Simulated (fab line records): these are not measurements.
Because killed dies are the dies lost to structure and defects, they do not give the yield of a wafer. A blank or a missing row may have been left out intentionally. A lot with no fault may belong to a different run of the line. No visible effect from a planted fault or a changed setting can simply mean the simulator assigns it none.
Which tool was responsible? ; flow gf180mcu ; 11 lots with 33 wafers sampled at 5 steps, on a route of 602 steps

WHAT THE GAUGES SHOWED, per wafer
GF_V5_CD_MEAS_14: target cd 260 nm.
lot;measured;on;cd nm (nm)
L468;day 26 19:43;cd sem-02;262.1 261.9 262.8
L470;day 27 08:19;cd sem-01;261.2 260.1 260.5
L471;day 27 23:50;cd sem-01;261.3 261.5 261.5
L472;day 28 01:21;cd sem-01;259.9 258.9 259.0
L476;day 29 17:25;cd sem-01;260.3 259.6 259.7
L477;day 30 04:20;cd sem-01;260.7 260.4 259.9
L481;day 31 12:26;cd sem-02;263.8 265.1 265.7
L483;day 32 05:44;cd sem-02;259.3 260.1 260.1
L485;day 32 16:32;cd sem-01;264.3 262.9 263.5
L488;day 33 02:29;cd sem-01;262.0 262.3 261.6
L491;day 33 19:58;cd sem-01;261.0 260.2 260.7

GF_V5_RS_MEAS_24: a four-point-probe measurement.
lot;measured;on;V5_W_RS (ohm/sq)
L468;day 26 20:47;film metro-03;0.3245 0.3261 0.3282
L470;day 27 09:23;film metro-02;0.3243 0.3283 0.3228
L471;day 28 00:55;film metro-04;0.3284 0.3264 0.3235
L472;day 28 02:31;film metro-02;0.3270 0.3245 0.3230
L476;day 29 18:31;film metro-04;0.3289 0.3297 0.3296
L477;day 30 05:23;film metro-04;0.3278 0.3286 0.3275
L481;day 31 13:30;film metro-02;0.3208 0.3203 0.3215
L483;day 32 06:47;film metro-03;0.3266 0.3231 0.3221
L485;day 32 17:40;film metro-03;0.3267 0.3268 0.3298
L488;day 33 03:32;film metro-02;0.3266 0.3292 0.3254
L491;day 33 21:21;film metro-02;0.3292 0.3258 0.3261

WHAT TOOL EACH LOT RAN ON (gives the tool, then ch and the chambers of the sampled wafers, and finally the start)
lot;GF_MIM_METAL_ETCH_19;GF_M5_STRIP_11;GF_V5_EXPOSE_11
L468;rie metal-01 ch 0,1, day 25 00:40;plasma asher-02 ch 0,1, day 25 22:01;krf scanner-02 ch 0, day 26 09:29
L470;rie metal-01 ch 0,1, day 25 12:43;plasma asher-02 ch 0,1, day 26 10:19;krf scanner-02 ch 0, day 26 22:35
L471;rie metal-01 ch 0,1, day 26 04:34;plasma asher-03 ch 0,1, day 27 02:25;krf scanner-01 ch 0, day 27 13:19
L472;rie metal-01 ch 0,1, day 26 07:17;plasma asher-03 ch 0,1, day 27 03:49;krf scanner-02 ch 0, day 27 15:10
L476;rie metal-04 ch 1, day 28 01:55;plasma asher-03 ch 0,1, day 28 21:19;krf scanner-02 ch 0, day 29 07:50
L477;rie metal-01 ch 0,1, day 28 12:55;plasma asher-01 ch 0,1, day 29 08:46;krf scanner-01 ch 0, day 29 19:34
L481;rie metal-04 ch 0,1, day 29 22:31;plasma asher-02 ch 0,1, day 30 17:10;krf scanner-02 ch 0, day 31 03:42
L483;rie metal-04 ch 0,1, day 30 17:28;plasma asher-03 ch 0,1, day 31 11:40;krf scanner-01 ch 0, day 31 21:26
L485;rie metal-03 ch 0,1, day 31 05:13;plasma asher-03 ch 0,1, day 31 22:25;krf scanner-02 ch 0, day 32 08:20
L488;rie metal-04 ch 0,1, day 31 15:28;plasma asher-02 ch 0,1, day 32 09:01;krf scanner-01 ch 0, day 32 18:27
L491;rie metal-01 ch 0,1, day 32 09:40;plasma asher-02 ch 0,1, day 33 03:15;krf scanner-01 ch 0, day 33 12:14
- GF_MIM_METAL_ETCH_19: etches the open film in Cl2/BCl3, stops on Si3N4, target depth 324.5 nm, time 54.1 s.
- GF_M5_STRIP_11: strips in O2/N2.
- GF_V5_EXPOSE_11: exposes mask Via5, target cd 260 nm.

AS READ BY THE TOOLS THEMSELVES (means over the sampled wafers that have a number; for cases with no such wafer, the mark the record gives instead)
GF_MIM_METAL_ETCH_19.
lot;tool;bias w (W);drypump motor current A (A);oes product au (a.u.);throttle valve pct (%)
L468;rie metal-01;140.1;5.99;0.939;28.291
L470;rie metal-01;139.8;6.03;0.938;28.287
L471;rie metal-01;139.9;6.04;0.933;28.289
L472;rie metal-01;140.2;6.02;0.938;28.278
L476;rie metal-04;140.5;6.33;0.946;28.289
L477;rie metal-01;139.8;6.04;0.937;28.290
L481;rie metal-04;139.6;5.92;0.946;28.275
L483;rie metal-04;140.4;6.12;0.938;28.296
L485;rie metal-03;140.1;6.18;0.939;28.288
L488;rie metal-04;139.9;5.91;0.945;28.286
L491;rie metal-01;140.0;5.99;0.943;28.276

GF_M5_STRIP_11.
lot;tool;drypump motor current A (A);heater power w (W);oes product au (a.u.);strip time to endpoint s (s)
L468;plasma asher-02;5.3;335;0.521;7.04
L470;plasma asher-02;5.1;323;0.525;7.03
L471;plasma asher-03;6.0;344;0.522;7.01
L472;plasma asher-03;6.0;346;0.526;7.06
L476;plasma asher-03;6.0;342;0.523;7.00
L477;plasma asher-01;5.4;344;0.524;6.97
L481;plasma asher-02;5.3;337;0.529;6.99
L483;plasma asher-03;5.9;336;0.517;6.99
L485;plasma asher-03;6.0;348;0.526;7.02
L488;plasma asher-02;5.3;336;0.523;7.00
L491;plasma asher-02;5.3;334;0.525;7.10

GF_V5_EXPOSE_11.
lot;tool;exposure dose mJ cm2
L468;krf scanner-02;38.00
L470;krf scanner-02;38.00
L471;krf scanner-01;38.01
L472;krf scanner-02;38.06
L476;krf scanner-02;38.06
L477;krf scanner-01;38.03
L481;krf scanner-02;39.09
L483;krf scanner-01;38.02
L485;krf scanner-02;38.83
L488;krf scanner-01;37.96
L491;krf scanner-01;38.00

THE ANSWER, worked out from the rows above alone
Rule: the usual values come from the lots themselves. Put in order of their means at a reading, lots are off if they are a third of the lots or fewer, leave a main group of 4 or more, and stand apart from it by a gap of 3 or more times the standard deviation of the main group's means; of several such gaps the widest counts. A main group is skipped when, at the precision printed for the reading in the tables above, its means are all equal. Also off: a lot with no number at a reading for which 4 or more lots have one. Where the step has rows for the other lots, those lots are counted as sound. After the gauges, taken in route order, come the tools' own readings; for these a lot's mean is taken, as printed above. The first step at which some lot is off is used, and at that step the reading that is off furthest; a lot without a number counts as furthest.
Off, at GF_V5_EXPOSE_11 on exposure dose mJ cm2: L481, L485. The main group has a mean of 38.02 with a standard deviation of 0.03.
If a tool, at that step or one of the process steps before it, ran each lot that is off and ran no sound lot following the first of them, it fits. One candidate fits, namely krf scanner-02 at GF_V5_EXPOSE_11. A fault onset in the window from L476 (day 29 07:50, its last sound lot) to L481 (day 31 03:42, its first lot off) fits.
The tool's own readings at GF_V5_EXPOSE_11 bear it out: on the lots that are off they differ by more than 5 times the standard deviation of the sound lots' means. exposure dose mJ cm2 reads 38.96 there against 38.02 on the sound lots.

WHAT THE SIMULATOR PUT IN
Process parameters drifting: krf scanner-02 at GF_V5_EXPOSE_11, beginning at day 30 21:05. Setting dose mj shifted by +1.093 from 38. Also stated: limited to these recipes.
Shown lots that were struck: L481, L485. The rule above reached the same finding.
